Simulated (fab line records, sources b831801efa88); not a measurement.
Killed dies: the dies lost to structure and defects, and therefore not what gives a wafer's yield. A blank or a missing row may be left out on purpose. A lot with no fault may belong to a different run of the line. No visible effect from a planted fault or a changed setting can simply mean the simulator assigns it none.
Check of tool commonality | flow sky130 | Sample size 14 lots and 42 wafers

== THE REASON FOR OPENING IT ==
2 of 14 lots carry a flag on the reading SONOS_ONO_CVD_02_THK at SKY_SONOS_ONO_THK_MEAS_03. Fault-free wafers read 10.45 nm, with a standard deviation of 0.2.
Rule: a lot is flagged in two cases, either no wafer of it has a number, or all its wafers with numbers fall more than 4 standard deviations from that mean. The rest of the lots are taken to be sound.

lot  | measured     | on           | SONOS_ONO_CVD_02_THK (nm), wafer by wafer | flag
L126 | day 11 06:07 | filmMetro-04 | 10.60 10.39 10.53                         | 
L127 | day 11 12:06 | filmMetro-03 | 10.34 10.49 10.51                         | 
L128 | day 11 18:10 | filmMetro-03 | 10.58 10.40 10.53                         | 
L129 | day 12 00:55 | filmMetro-03 | 10.29 10.31 10.28                         | 
L132 | day 13 03:43 | filmMetro-04 | 11.90 11.72 11.66                         | FLAGGED
L133 | day 13 16:33 | filmMetro-04 | 12.05 11.96 12.08                         | FLAGGED
L141 | day 17 04:10 | filmMetro-04 | 10.43 10.47 10.41                         | 
L142 | day 18 08:20 | filmMetro-03 | 10.70 10.78 10.74                         | 
L143 | day 18 08:20 | filmMetro-02 | 10.49 10.53 10.53                         | 
L144 | day 18 17:02 | filmMetro-02 | 10.93 10.85 10.87                         | 
L145 | day 18 21:04 | filmMetro-04 | 10.65 10.50 10.54                         | 
L147 | day 19 04:19 | filmMetro-04 | 10.52 10.59 10.67                         | 
L149 | day 20 01:05 | filmMetro-02 | 10.57 10.54 10.54                         | 
L148 | day 20 03:51 | filmMetro-02 | 10.60 10.49 10.52                         | 
The mean of the flagged lots' numbers is 11.89 nm, +1.45 nm from the usual (+7 standard deviations).

== LOT BY LOT: THE TOOL USED ==
The record holds 1 process step before the reading, out of a route of 708 steps. Every cell lists first the tool, next ch and the chambers used by the sampled wafers, and last the start.
lot  | flag    | SKY_SONOS_ONO_CVD_02
L126 |         | lpcvd-02 ch 0, day 11 05:04
L127 |         | lpcvd-02 ch 1, day 11 11:02
L128 |         | lpcvd-02 ch 1, day 11 17:05
L129 |         | lpcvd-02 ch 1, day 11 23:52
L132 | FLAGGED | lpcvd-02 ch 1, day 13 02:40
L133 | FLAGGED | lpcvd-02 ch 1, day 13 15:29
L141 |         | lpcvd-02 ch 1, day 17 03:06
L142 |         | lpcvd-02 ch 1, day 18 06:46
L143 |         | lpcvd-02 ch 1, day 18 06:46
L144 |         | lpcvd-02 ch 0, day 18 15:58
L145 |         | lpcvd-02 ch 0, day 18 20:01
L147 |         | lpcvd-02 ch 1, day 19 03:16
L149 |         | lpcvd-02 ch 1, day 20 00:02
L148 |         | lpcvd-02 ch 0, day 20 02:47
These steps, and what they do:
- SKY_SONOS_ONO_CVD_02: deposits Si3N4 from DCS/NH3, target thk 10.5 nm, time 180 s.
- SKY_SONOS_ONO_THK_MEAS_03

== FLAGGED OVER TOTAL, TOOL BY TOOL (the gauges that took the reading come last) ==
step                      | tool         | lots run | flagged | share of the flagged lots | sound lots run after its first flagged lot
SKY_SONOS_ONO_CVD_02      | lpcvd-02     | 14       | 2       | all                       | 8 (L141,L142,L143,L144,L145,L147,L149,L148)
SKY_SONOS_ONO_THK_MEAS_03 | filmMetro-02 | 4        | 0       | none                      | -
SKY_SONOS_ONO_THK_MEAS_03 | filmMetro-03 | 4        | 0       | none                      | -
SKY_SONOS_ONO_THK_MEAS_03 | filmMetro-04 | 6        | 2       | all                       | 3 (L141,L145,L147)

== THE TABLE: WHAT IT ALLOWS ==
In 2 table rows, all flagged lots were run: lpcvd-02 (SKY_SONOS_ONO_CVD_02), filmMetro-04 (SKY_SONOS_ONO_THK_MEAS_03).
- lpcvd-02 at SKY_SONOS_ONO_CVD_02: 2 of its 14 lots flagged. Sound lots followed the first flagged one (L141, L142, L143, L144, L145, L147, L149, L148) on it, something a lasting fault affecting the whole tool could not allow.
- filmMetro-04 at SKY_SONOS_ONO_THK_MEAS_03: 2 of its 6 lots flagged. Sound lots followed the first flagged one (L141, L145, L147) on it, something a lasting fault affecting the whole tool could not allow.
No row of the table ran every flagged lot and no sound lot after the first.

== WHAT THE SIMULATOR PUT IN ==
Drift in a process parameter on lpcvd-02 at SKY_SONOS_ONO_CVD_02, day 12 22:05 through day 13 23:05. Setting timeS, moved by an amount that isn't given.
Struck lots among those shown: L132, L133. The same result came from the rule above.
